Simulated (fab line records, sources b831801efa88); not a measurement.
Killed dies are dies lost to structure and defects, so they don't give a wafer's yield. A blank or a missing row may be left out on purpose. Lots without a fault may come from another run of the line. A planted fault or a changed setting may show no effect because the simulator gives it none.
Chamber matching | flow gf180mcu | GF_CONTACT_ETCH_17 on rie_diel-01: 4 sister chambers
The step etches SiO2 in C4F8/O2/Ar, stops on CoSi2, target depth 860 nm. 8 wafers are shown with their chamber, then 8 later ones without.

WAFERS WITH THEIR CHAMBER
wafer  | chamber | oes_product_au (a.u.)
L664.4 | 1       | 0.815
L671.1 | 3       | 0.818
L671.2 | 1       | 0.814
L671.5 | 2       | 0.821
L672.3 | 0       | 0.808
L672.5 | 3       | 0.818
L672.6 | 0       | 0.807
L681.1 | 2       | 0.824

WAFERS WITHOUT THEIR CHAMBER
wafer  | oes_product_au (a.u.)
L681.4 | 0.814
L681.6 | 0.818
L682.3 | 0.820
L682.4 | 0.806
L682.5 | 0.815
L683.2 | 0.814
L683.4 | 0.810
L683.5 | 0.812

WHICH CHAMBER EACH WENT THROUGH
wafer  | from the rows above     | in truth
L681.4 | 1                       | 1
L681.6 | 3                       | 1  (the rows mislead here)
L682.3 | can't be placed: 3 or 2 | 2
L682.4 | 0                       | 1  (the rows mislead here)
L682.5 | 1                       | 1
L683.2 | 1                       | 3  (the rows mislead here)
L683.4 | can't be placed: 0 or 1 | 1
L683.5 | can't be placed: 1 or 0 | 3
Placed correctly: 2 of 8. Can't be placed from these rows: 3 (the true chamber is among the candidates in 2). Placed wrongly: 3.
How it was worked out, from the rows above alone: a wafer's distance from a chamber is the root of the sum, over the readings, of the square of ((its reading less the chamber's mean) divided by the reading's scatter). The wafer belongs to the nearest chamber; if the next one is less than 2 further off, it can't be placed. A chamber's mean is the mean of its shown wafers. The scatter: the root of (the sum of the squares of (reading less its chamber's mean) over the shown wafers, divided by (wafers less chambers)).
